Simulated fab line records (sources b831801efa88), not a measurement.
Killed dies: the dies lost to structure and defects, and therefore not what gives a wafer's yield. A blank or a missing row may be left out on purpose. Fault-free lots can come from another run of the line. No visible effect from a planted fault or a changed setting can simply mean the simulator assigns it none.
Which tool was responsible? / flow sky130 / Sampling: 12 lots, 36 wafers, 5 of 708 route steps

== WHAT THE GAUGES READ, wafer by wafer ==
SKY_VT_ADJUST_LVTN_OVL_MEAS_18. Usual: for VT_ADJUST_LVTN_01_OVL the level is 1.1 nm and the standard deviation is 1.5.
lot=L839; measured=day 7 17:18; on=overlay-02; VT_ADJUST_LVTN_01_OVL (nm)=0.9 1.1 0.6; flag=
lot=L841; measured=day 8 08:58; on=overlay-02; VT_ADJUST_LVTN_01_OVL (nm)=0.8 1.8 0.0; flag=
lot=L840; measured=day 8 09:16; on=overlay-01; VT_ADJUST_LVTN_01_OVL (nm)=-0.4 -0.3 -1.3; flag=
lot=L843; measured=day 8 22:49; on=overlay-02; VT_ADJUST_LVTN_01_OVL (nm)=1.5 -0.2 3.2; flag=
lot=L847; measured=day 10 00:15; on=overlay-01; VT_ADJUST_LVTN_01_OVL (nm)=1.2 0.9 0.6; flag=
lot=L850; measured=day 10 19:22; on=overlay-02; VT_ADJUST_LVTN_01_OVL (nm)=1.0 1.5 -1.3; flag=
lot=L856; measured=day 12 14:15; on=overlay-01; VT_ADJUST_LVTN_01_OVL (nm)=2.3 2.1 3.7; flag=
lot=L857; measured=day 12 19:39; on=overlay-02; VT_ADJUST_LVTN_01_OVL (nm)=2.9 1.9 1.9; flag=
lot=L859; measured=day 13 11:15; on=overlay-02; VT_ADJUST_LVTN_01_OVL (nm)=1.6 1.8 3.5; flag=
lot=L860; measured=day 13 20:59; on=overlay-02; VT_ADJUST_LVTN_01_OVL (nm)=-2.1 -1.1 -2.4; flag=
lot=L861; measured=day 14 02:02; on=overlay-01; VT_ADJUST_LVTN_01_OVL (nm)=0.0 0.3 0.0; flag=
lot=L862; measured=day 14 05:17; on=overlay-02; VT_ADJUST_LVTN_01_OVL (nm)=-0.8 1.7 1.3; flag=

SKY_LDD_HVP_TW_MEAS_10. Usual: for LDD_HVP_TW the level is 455 and the standard deviation is 5.3.
lot=L839; measured=day 21 17:23; on=filmMetro-01; LDD_HVP_TW=449 449 449; flag=
lot=L841; measured=day 22 23:17; on=filmMetro-02; LDD_HVP_TW=464 461 465; flag=
lot=L840; measured=day 22 23:50; on=filmMetro-01; LDD_HVP_TW=449 452 453; flag=
lot=L843; measured=day 23 07:22; on=filmMetro-02; LDD_HVP_TW=462 462 459; flag=
lot=L847; measured=day 25 01:20; on=filmMetro-02; LDD_HVP_TW=473 475 477; flag=OFF
lot=L850; measured=day 26 05:35; on=filmMetro-02; LDD_HVP_TW=481 479 479; flag=OFF
lot=L856; measured=day 27 21:41; on=filmMetro-01; LDD_HVP_TW=450 452 452; flag=
lot=L857; measured=day 28 08:05; on=filmMetro-01; LDD_HVP_TW=449 449 452; flag=
lot=L859; measured=day 28 18:19; on=filmMetro-01; LDD_HVP_TW=451 451 449; flag=
lot=L860; measured=day 31 00:26; on=filmMetro-01; LDD_HVP_TW=449 449 447; flag=
lot=L861; measured=day 30 20:10; on=filmMetro-04; LDD_HVP_TW=451 450 451; flag=
lot=L862; measured=day 30 21:22; on=filmMetro-02; LDD_HVP_TW=459 459 458; flag=

SKY_SD_P_CD_MEAS_07 targets a cd of 380 nm. Usual: 379.2 nm for cdNm, sd 2.6.
lot=L839; measured=day 25 15:46; on=cdSem-01; cdNm (nm)=381.0 378.9 380.0; flag=
lot=L841; measured=day 26 19:22; on=cdSem-02; cdNm (nm)=378.7 379.8 382.3; flag=
lot=L840; measured=day 26 21:13; on=cdSem-02; cdNm (nm)=378.0 381.1 378.9; flag=
lot=L843; measured=day 27 02:41; on=cdSem-01; cdNm (nm)=383.6 382.2 380.8; flag=
lot=L847; measured=day 28 20:48; on=cdSem-01; cdNm (nm)=381.3 379.7 381.6; flag=
lot=L850; measured=day 29 22:52; on=cdSem-02; cdNm (nm)=384.7 383.7 383.5; flag=
lot=L856; measured=day 31 12:05; on=cdSem-02; cdNm (nm)=378.8 379.0 375.6; flag=
lot=L857; measured=day 31 22:34; on=cdSem-02; cdNm (nm)=379.0 378.5 381.3; flag=
lot=L859; measured=day 32 08:15; on=cdSem-02; cdNm (nm)=381.1 381.1 378.2; flag=
lot=L860; measured=day 34 12:04; on=cdSem-02; cdNm (nm)=377.4 375.1 374.2; flag=
lot=L861; measured=day 34 08:56; on=cdSem-01; cdNm (nm)=374.0 376.5 379.7; flag=
lot=L862; measured=day 34 10:07; on=cdSem-02; cdNm (nm)=374.7 377.1 376.7; flag=

== EACH LOT AND THE TOOL THAT RAN IT (in order: tool; ch and the chambers of the sampled wafers; start) ==
lot=L839; SKY_LDD_HVP_IMPLANT_08=implanter-03 ch 0, day 21 17:10; SKY_SPACER_ETCHBACK_02=rieDiel-03 ch 0,2,3, day 23 03:19
lot=L841; SKY_LDD_HVP_IMPLANT_08=implanter-02 ch 0, day 22 23:03; SKY_SPACER_ETCHBACK_02=rieDiel-04 ch 0,2, day 24 08:08
lot=L840; SKY_LDD_HVP_IMPLANT_08=implanter-02 ch 0, day 22 23:35; SKY_SPACER_ETCHBACK_02=rieDiel-04 ch 0,1, day 24 09:20
lot=L843; SKY_LDD_HVP_IMPLANT_08=implanter-03 ch 0, day 23 07:08; SKY_SPACER_ETCHBACK_02=rieDiel-04 ch 0,1,2, day 24 15:11
lot=L847; SKY_LDD_HVP_IMPLANT_08=implanter-02 ch 0, day 25 01:08; SKY_SPACER_ETCHBACK_02=rieDiel-04 ch 0,2,3, day 26 10:20
lot=L850; SKY_LDD_HVP_IMPLANT_08=implanter-02 ch 0, day 26 05:21; SKY_SPACER_ETCHBACK_02=rieDiel-01 ch 1,2, day 27 13:32
lot=L856; SKY_LDD_HVP_IMPLANT_08=implanter-03 ch 0, day 27 21:28; SKY_SPACER_ETCHBACK_02=rieDiel-01 ch 0,2,3, day 29 04:40
lot=L857; SKY_LDD_HVP_IMPLANT_08=implanter-04 ch 0, day 28 07:50; SKY_SPACER_ETCHBACK_02=rieDiel-03 ch 1,2, day 29 14:52
lot=L859; SKY_LDD_HVP_IMPLANT_08=implanter-03 ch 0, day 28 18:06; SKY_SPACER_ETCHBACK_02=rieDiel-04 ch 0,2, day 30 00:30
lot=L860; SKY_LDD_HVP_IMPLANT_08=implanter-03 ch 0, day 31 00:12; SKY_SPACER_ETCHBACK_02=rieDiel-01 ch 0,2,3, day 32 06:37
lot=L861; SKY_LDD_HVP_IMPLANT_08=implanter-03 ch 0, day 30 19:55; SKY_SPACER_ETCHBACK_02=rieDiel-01 ch 0,2,3, day 32 02:49
lot=L862; SKY_LDD_HVP_IMPLANT_08=implanter-03 ch 0, day 30 21:07; SKY_SPACER_ETCHBACK_02=rieDiel-01 ch 2,3, day 32 05:22
- SKY_LDD_HVP_IMPLANT_08
- SKY_SPACER_ETCHBACK_02: etches Si3N4 in CH3F/O2, stops on SiO2, time 46.7 s, target depth 45 nm.

== WHAT THE TOOLS THEMSELVES READ (means of the sampled wafers that have a number; where no wafer has one, the mark that the record gives instead) ==
SKY_LDD_HVP_IMPLANT_08. Usual: doseIonsCm2 1.6999e+13, standard deviation 1.7e+10; faradayCurrentUA 95.9, standard deviation 1.9.
lot=L839 tool=implanter-03 doseIonsCm2=1.6995e+13 faradayCurrentUA=98.3 flag=
lot=L841 tool=implanter-02 doseIonsCm2=1.6993e+13 faradayCurrentUA=96.3 flag=
lot=L840 tool=implanter-02 doseIonsCm2=1.6996e+13 faradayCurrentUA=98.4 flag=
lot=L843 tool=implanter-03 doseIonsCm2=1.7000e+13 faradayCurrentUA=95.9 flag=
lot=L847 tool=implanter-02 doseIonsCm2=1.9221e+13 faradayCurrentUA=109.6 flag=OFF
lot=L850 tool=implanter-02 doseIonsCm2=1.9184e+13 faradayCurrentUA=108.0 flag=OFF
lot=L856 tool=implanter-03 doseIonsCm2=1.7008e+13 faradayCurrentUA=96.0 flag=
lot=L857 tool=implanter-04 doseIonsCm2=1.7012e+13 faradayCurrentUA=93.7 flag=
lot=L859 tool=implanter-03 doseIonsCm2=1.7017e+13 faradayCurrentUA=96.2 flag=
lot=L860 tool=implanter-03 doseIonsCm2=1.7001e+13 faradayCurrentUA=95.7 flag=
lot=L861 tool=implanter-03 doseIonsCm2=1.6989e+13 faradayCurrentUA=95.4 flag=
lot=L862 tool=implanter-03 doseIonsCm2=1.7002e+13 faradayCurrentUA=95.5 flag=

SKY_SPACER_ETCHBACK_02. Usual: ch3fFlowSccm 40.00 sccm, standard deviation 0.13; drypumpMotorCurrentA 5.9 A, standard deviation 0.45; oesProductAu 0.856 a.u., standard deviation 0.0063; throttleValvePct 10.564 %, standard deviation 0.009.
lot=L839; tool=rieDiel-03; ch3fFlowSccm (sccm)=39.96; drypumpMotorCurrentA (A)=6.1; oesProductAu (a.u.)=0.853; throttleValvePct (%)=10.567; flag=
lot=L841; tool=rieDiel-04; ch3fFlowSccm (sccm)=39.98; drypumpMotorCurrentA (A)=6.2; oesProductAu (a.u.)=0.848; throttleValvePct (%)=10.568; flag=
lot=L840; tool=rieDiel-04; ch3fFlowSccm (sccm)=39.91; drypumpMotorCurrentA (A)=5.8; oesProductAu (a.u.)=0.856; throttleValvePct (%)=10.568; flag=
lot=L843; tool=rieDiel-04; ch3fFlowSccm (sccm)=40.11; drypumpMotorCurrentA (A)=6.0; oesProductAu (a.u.)=0.851; throttleValvePct (%)=10.568; flag=
lot=L847; tool=rieDiel-04; ch3fFlowSccm (sccm)=39.96; drypumpMotorCurrentA (A)=6.0; oesProductAu (a.u.)=0.855; throttleValvePct (%)=10.553; flag=
lot=L850; tool=rieDiel-01; ch3fFlowSccm (sccm)=40.05; drypumpMotorCurrentA (A)=5.7; oesProductAu (a.u.)=0.860; throttleValvePct (%)=10.561; flag=
lot=L856; tool=rieDiel-01; ch3fFlowSccm (sccm)=39.99; drypumpMotorCurrentA (A)=5.4; oesProductAu (a.u.)=0.856; throttleValvePct (%)=10.562; flag=
lot=L857; tool=rieDiel-03; ch3fFlowSccm (sccm)=39.89; drypumpMotorCurrentA (A)=6.1; oesProductAu (a.u.)=0.855; throttleValvePct (%)=10.561; flag=
lot=L859; tool=rieDiel-04; ch3fFlowSccm (sccm)=39.99; drypumpMotorCurrentA (A)=5.9; oesProductAu (a.u.)=0.863; throttleValvePct (%)=10.557; flag=
lot=L860; tool=rieDiel-01; ch3fFlowSccm (sccm)=40.05; drypumpMotorCurrentA (A)=5.4; oesProductAu (a.u.)=0.856; throttleValvePct (%)=10.572; flag=
lot=L861; tool=rieDiel-01; ch3fFlowSccm (sccm)=39.90; drypumpMotorCurrentA (A)=5.4; oesProductAu (a.u.)=0.853; throttleValvePct (%)=10.575; flag=
lot=L862; tool=rieDiel-01; ch3fFlowSccm (sccm)=39.85; drypumpMotorCurrentA (A)=5.2; oesProductAu (a.u.)=0.855; throttleValvePct (%)=10.574; flag=

== THE ANSWER, worked out from the rows above alone ==
Rule: take the mean of a lot's wafers that have a number; if it is more than 3 standard deviations from the usual mean, the lot is off. A lot without any number at a reading at which 4 lots or more have one is off too. All remaining lots with rows at the step are treated as sound. After the gauges, taken in route order, come the tools' own readings; for these a lot's mean is taken, as printed above. The first step at which some lot is off is used, and at that step the reading that is off furthest; a lot without a number counts as furthest.
Off: at SKY_LDD_HVP_TW_MEAS_10 (LDD_HVP_TW), L847, L850.
A tool fits if, at a process step before that reading, it ran every lot that is off, and no sound lot after the first of them. Not tried: the gauges at SKY_LDD_HVP_TW_MEAS_10; whatever is off there is also off at SKY_LDD_HVP_IMPLANT_08, on other tools, and gauge error can't account for it. One candidate fits, namely implanter-02 at SKY_LDD_HVP_IMPLANT_08. Its last sound lot is L840 (day 22 23:35), its first lot that is off L847 (day 25 01:08): a fault that began between those two fits.
The tool's own readings at SKY_LDD_HVP_IMPLANT_08 bear it out: on the lots that are off they differ by more than 5 times the standard deviation of the sound lots' means. doseIonsCm2 reads 1.9202e+13 there against 1.7001e+13 on the sound lots; faradayCurrentUA reads 108.8 there against 96.1 on the sound lots.

== WHAT THE SIMULATOR HAD INSERTED ==
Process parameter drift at SKY_LDD_HVP_IMPLANT_08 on implanter-02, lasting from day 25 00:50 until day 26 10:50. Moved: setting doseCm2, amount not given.
Struck lots among those shown: L847, L850. The rule given above showed the same thing.
